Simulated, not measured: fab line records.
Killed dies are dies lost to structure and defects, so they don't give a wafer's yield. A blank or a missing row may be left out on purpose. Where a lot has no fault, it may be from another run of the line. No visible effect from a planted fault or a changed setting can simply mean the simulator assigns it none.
A lot that was struck, set against a sound lot -- flow sky130 -- 15 steps out of a route of 708
Sound: wafers L598.2, L598.4, L598.6. Struck: wafer L608.6 (L608.2, L608.3, from the same lot, were not struck and are left out); the cause is given at the end.
Per side, at each step with rows, come the tool, then ch with its chambers, and then its first start. Under that, the readings that differ: sound wafers -- struck wafers -- difference of the means -- sigmas: that difference in standard deviations of wafers without a fault.
alike: words and numbers the same on both sides, and readings whose means are apart by under 2 such deviations; not compared: readings that were withheld, readings missing a value for some wafer, numbers with overlapping values and no deviation given by the record, and bounds like >300 which may hide the same value.
Wherever a step has rows on one side only, a row that says differs or no value, or a row with sigmas, the two part there. Numbers that have no deviation but don't overlap get no sigmas and don't part them. A reading that every wafer of one side lacks parts them only if that side has two wafers or more.

SKY_LOCAL_INTERCONNECT_THK_MEAS_02: measures by xrf.
  struck on filmMetro-02, day 35 01:35; sound on filmMetro-02, day 32 04:39
  alike: LOCAL_INTERCONNECT_TIN_THK
then, 8 steps without rows for these wafers: SKY_LOCAL_INTERCONNECT_DEHYDRATE_03 (time 60 s); SKY_LOCAL_INTERCONNECT_HMDS_04 (prime time 60 s); SKY_LOCAL_INTERCONNECT_COAT_05 (resist thk 60 nm); SKY_LOCAL_INTERCONNECT_COAT_06 (resist thk 450 nm); SKY_LOCAL_INTERCONNECT_SOFTBAKE_07 (time 90 s); SKY_LOCAL_INTERCONNECT_EXPOSE_08 (exposes mask LI1M, target cd 170 nm); SKY_LOCAL_INTERCONNECT_PEB_09; SKY_LOCAL_INTERCONNECT_DEVELOP_10 (develop time 60 s).
SKY_LOCAL_INTERCONNECT_CD_MEAS_11 targets a cd of 170 nm.
  struck on cdSem-01, day 36 03:39; sound on cdSem-02, day 33 06:48
reading,sound,struck,difference,sigmas
cdNm (nm),169.7 170.2 169.4,165.0,-4.8,-3
SKY_LOCAL_INTERCONNECT_OVL_MEAS_12:
  struck on overlay-02, day 36 03:46; sound on overlay-01, day 33 06:55
  alike: LOCAL_INTERCONNECT_OVL
SKY_LOCAL_INTERCONNECT_ETCH_13: etches BARC in N2/H2, stops on SiO2, time 45.9 s, target depth 60 nm.
  sound on rieMetal-01 ch 0,1, day 33 06:56; struck on rieMetal-03 ch 0, day 36 03:47
  alike: drypumpMotorCurrentA, oesProductAu, runLengthS, throttleValvePct
  not compared: rfHoursCounterH
SKY_LOCAL_INTERCONNECT_METAL_ETCH_14: etches TiN in Cl2/BCl3, stops on PSG, target depth 110 nm, time 31.4 s.
  sound on rieMetal-01 ch 0,1, day 33 07:00; struck on rieMetal-03 ch 0, day 36 03:51
reading,sound,struck,difference,sigmas
oesProductAu (a.u.),0.943 0.942 0.950,1.008,+0.063,+6
runLengthS (s),59.4 59.6 59.3,55.7,-3.7,-9
throttleValvePct (%),21.908 21.895 21.902,21.849,-0.053,-5
  alike: drypumpMotorCurrentA, mfcCl2Sccm
  not compared: rfHoursCounterH, model.KrF-thick_of_LOCAL_INTERCONNECT_COAT_06.thkNm
SKY_LOCAL_INTERCONNECT_STRIP_15: strips in O2/N2.
  sound on plasmaAsher-04 ch 0, day 33 07:03; struck on plasmaAsher-04 ch 1, day 36 03:54
  alike: drypumpMotorCurrentA, oesProductAu, stripTimeToEndpointS
  not compared: rfHoursCounterH
-- here the record skips 14 days between the struck wafers' starts before and after, leaving off in module LOCAL_INTERCONNECT and picking up in module PAD_OPEN (first step shown: number 708 of the route) --
SKY_PAD_OPEN_PROBE_99:
  struck on prober-01, day 49 23:53; sound on prober-01, day 48 00:49
reading,sound,struck,difference,sigmas
hold,- - -,awaitDispo/4.3h/release,no value on the sound wafers,
killedAtContacts,18 18 21,35,+16,+3
killedDies,77 80 68,102,+27,+3
  alike: killed_at_M0_to_M3, killed_at_M4_up, killedAtFrontEnd, killedAtOther, killedOpen, killedShort

WHERE THEY PART
At SKY_LOCAL_INTERCONNECT_CD_MEAS_11 first; at SKY_PAD_OPEN_PROBE_99 last (within this record only).

WHY: what had been put in by the simulator
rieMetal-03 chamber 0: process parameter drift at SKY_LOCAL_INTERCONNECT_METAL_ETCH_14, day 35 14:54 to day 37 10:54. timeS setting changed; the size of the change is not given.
